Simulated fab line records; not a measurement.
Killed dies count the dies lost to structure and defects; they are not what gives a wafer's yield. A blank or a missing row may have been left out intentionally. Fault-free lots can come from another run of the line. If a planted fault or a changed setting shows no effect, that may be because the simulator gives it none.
What tool caused it? / flow gf180mcu / Sampling: 11 lots, 33 wafers, 4 of 602 route steps

WHAT THE GAUGES SHOWED, per wafer
GF_V3_RS_MEAS_24: uses a four-point probe to measure. Usual: V3_W_RS gives 0.330 ohm/sq (standard deviation 0.0037).
lot=L551; measured=day 23 15:04; on=film-metro-02; V3_W_RS (ohm/sq)=0.329 0.332 0.323; flag=
lot=L554; measured=day 24 14:01; on=film-metro-01; V3_W_RS (ohm/sq)=0.325 0.328 0.335; flag=
lot=L557; measured=day 25 20:03; on=film-metro-02; V3_W_RS (ohm/sq)=0.332 0.325 0.323; flag=
lot=L558; measured=day 25 22:57; on=film-metro-02; V3_W_RS (ohm/sq)=0.331 0.331 0.324; flag=
lot=L560; measured=day 26 17:32; on=film-metro-02; V3_W_RS (ohm/sq)=0.329 0.330 0.330; flag=
lot=L562; measured=day 27 06:43; on=film-metro-02; V3_W_RS (ohm/sq)=0.332 0.332 0.332; flag=
lot=L564; measured=day 27 17:44; on=film-metro-01; V3_W_RS (ohm/sq)=0.336 0.333 0.336; flag=
lot=L565; measured=day 28 06:52; on=film-metro-02; V3_W_RS (ohm/sq)=0.335 0.330 0.334; flag=
lot=L569; measured=day 29 04:57; on=film-metro-03; V3_W_RS (ohm/sq)=0.396 0.331 0.398; flag=OFF
lot=L570; measured=day 29 09:50; on=film-metro-01; V3_W_RS (ohm/sq)=0.329 0.398 0.331; flag=OFF
lot=L571; measured=day 29 19:17; on=film-metro-03; V3_W_RS (ohm/sq)=0.392 0.328 0.392; flag=OFF

GF_V3_THK_MEAS_25: measures by xrf. Usual: V3_W_THK gives 344 nm (standard deviation 5.4).
lot=L551; measured=day 23 15:11; on=film-metro-02; V3_W_THK (nm)=350 346 357; flag=
lot=L554; measured=day 24 14:07; on=film-metro-01; V3_W_THK (nm)=346 342 337; flag=
lot=L557; measured=day 25 20:10; on=film-metro-02; V3_W_THK (nm)=345 351 352; flag=
lot=L558; measured=day 25 23:02; on=film-metro-02; V3_W_THK (nm)=349 346 351; flag=
lot=L560; measured=day 26 17:40; on=film-metro-02; V3_W_THK (nm)=351 351 351; flag=
lot=L562; measured=day 27 06:49; on=film-metro-02; V3_W_THK (nm)=346 346 346; flag=
lot=L564; measured=day 27 17:50; on=film-metro-01; V3_W_THK (nm)=335 337 334; flag=
lot=L565; measured=day 28 06:59; on=film-metro-02; V3_W_THK (nm)=341 347 341; flag=
lot=L569; measured=day 29 05:04; on=film-metro-03; V3_W_THK (nm)=288 342 286; flag=OFF
lot=L570; measured=day 29 09:55; on=film-metro-01; V3_W_THK (nm)=345 286 340; flag=OFF
lot=L571; measured=day 29 19:24; on=film-metro-03; V3_W_THK (nm)=290 345 291; flag=OFF

TOOL THAT RAN EACH LOT (tool first, then ch and the chambers of the sampled wafers, then the start)
lot=L551; GF_V3_ETCH_17=rie-diel-04 ch 2,3, day 23 14:56 or earlier; GF_V3_CVD_23=cvd-w-02 ch 0,1, day 23 14:56
lot=L554; GF_V3_ETCH_17=rie-diel-02 ch 1,2,3, day 24 13:53 or earlier; GF_V3_CVD_23=cvd-w-02 ch 0,1, day 24 13:53
lot=L557; GF_V3_ETCH_17=rie-diel-04 ch 0,1, day 25 19:56 or earlier; GF_V3_CVD_23=cvd-w-01 ch 0,1, day 25 19:56
lot=L558; GF_V3_ETCH_17=rie-diel-04 ch 0,1,3, day 25 22:49 or earlier; GF_V3_CVD_23=cvd-w-01 ch 0,1, day 25 22:49
lot=L560; GF_V3_ETCH_17=rie-diel-04 ch 0,1,3, day 26 17:26 or earlier; GF_V3_CVD_23=cvd-w-02 ch 0,1, day 26 17:26
lot=L562; GF_V3_ETCH_17=rie-diel-04 ch 0,1,3, day 27 06:35 or earlier; GF_V3_CVD_23=cvd-w-01 ch 0, day 27 06:35
lot=L564; GF_V3_ETCH_17=rie-diel-03 ch 0,3, day 27 17:37 or earlier; GF_V3_CVD_23=cvd-w-01 ch 0,1, day 27 17:37
lot=L565; GF_V3_ETCH_17=rie-diel-04 ch 0,2, day 28 06:38 or earlier; GF_V3_CVD_23=cvd-w-01 ch 0, day 28 06:38
lot=L569; GF_V3_ETCH_17=rie-diel-03 ch 0,1,3, day 29 04:50 or earlier; GF_V3_CVD_23=cvd-w-01 ch 0,1, day 29 04:50
lot=L570; GF_V3_ETCH_17=rie-diel-02 ch 0,1,2, day 29 09:41 or earlier; GF_V3_CVD_23=cvd-w-01 ch 0,1, day 29 09:41
lot=L571; GF_V3_ETCH_17=rie-diel-03 ch 1,3, day 29 19:10 or earlier; GF_V3_CVD_23=cvd-w-01 ch 0,1, day 29 19:10
- GF_V3_ETCH_17: etches SiO2 in C4F8/O2/Ar, stops on TiN, target depth 635 nm.
- GF_V3_CVD_23: deposits W, target thk 350 nm, time 104.9 s.

AS READ BY THE TOOLS THEMSELVES (means over the sampled wafers that have a number; for cases with no such wafer, the mark the record gives instead)
GF_V3_ETCH_17. Usual: oes-product-au 0.856 a.u., standard deviation 0.0042.
lot=L551; tool=rie-diel-04; oes-product-au (a.u.)=0.859; flag=
lot=L554; tool=rie-diel-02; oes-product-au (a.u.)=0.860; flag=
lot=L557; tool=rie-diel-04; oes-product-au (a.u.)=0.857; flag=
lot=L558; tool=rie-diel-04; oes-product-au (a.u.)=0.858; flag=
lot=L560; tool=rie-diel-04; oes-product-au (a.u.)=0.856; flag=
lot=L562; tool=rie-diel-04; oes-product-au (a.u.)=0.855; flag=
lot=L564; tool=rie-diel-03; oes-product-au (a.u.)=0.855; flag=
lot=L565; tool=rie-diel-04; oes-product-au (a.u.)=0.857; flag=
lot=L569; tool=rie-diel-03; oes-product-au (a.u.)=0.852; flag=
lot=L570; tool=rie-diel-02; oes-product-au (a.u.)=0.858; flag=
lot=L571; tool=rie-diel-03; oes-product-au (a.u.)=0.859; flag=

GF_V3_CVD_23. Usual: heater-power-w 923 W, standard deviation 62.
lot=L551; tool=cvd-w-02; heater-power-w (W)=957; flag=
lot=L554; tool=cvd-w-02; heater-power-w (W)=935; flag=
lot=L557; tool=cvd-w-01; heater-power-w (W)=874; flag=
lot=L558; tool=cvd-w-01; heater-power-w (W)=924; flag=
lot=L560; tool=cvd-w-02; heater-power-w (W)=965; flag=
lot=L562; tool=cvd-w-01; heater-power-w (W)=969; flag=
lot=L564; tool=cvd-w-01; heater-power-w (W)=902; flag=
lot=L565; tool=cvd-w-01; heater-power-w (W)=951; flag=
lot=L569; tool=cvd-w-01; heater-power-w (W)=915; flag=
lot=L570; tool=cvd-w-01; heater-power-w (W)=866; flag=
lot=L571; tool=cvd-w-01; heater-power-w (W)=918; flag=

THE ANSWER, worked out from the rows above alone
Rule: a lot counts as off when the mean over its wafers that have a number is more than 3 standard deviations away from the usual mean. Also off: a lot with no number at a reading for which 4 or more lots have one. The other lots that the step has rows for count as sound. First the gauges in route order, then the tools' own readings, where a lot's mean is used as printed above. The first step at which some lot is off is used, and at that step the reading that is off furthest; a lot without a number counts as furthest.
Off: at GF_V3_RS_MEAS_24 (V3_W_RS), L569, L570, L571.
A tool fits if, at a process step before that reading, it ran every lot that is off, and no sound lot after the first of them. Gauges at GF_V3_RS_MEAS_24: tried the same way as those tools. GF_V3_ETCH_17: start missing for some lots; hours and lot order therefore follow GF_V3_CVD_23. One fits: GF_V3_CVD_23 on cvd-w-01. A fault onset in the window from L565 (day 28 06:38, its last sound lot) to L569 (day 29 04:50, its first lot off) fits.

WHAT THE SIMULATOR HAD INSERTED
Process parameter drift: cvd-w-01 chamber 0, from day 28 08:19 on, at GF_V3_CVD_23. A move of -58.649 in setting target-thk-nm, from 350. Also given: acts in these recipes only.
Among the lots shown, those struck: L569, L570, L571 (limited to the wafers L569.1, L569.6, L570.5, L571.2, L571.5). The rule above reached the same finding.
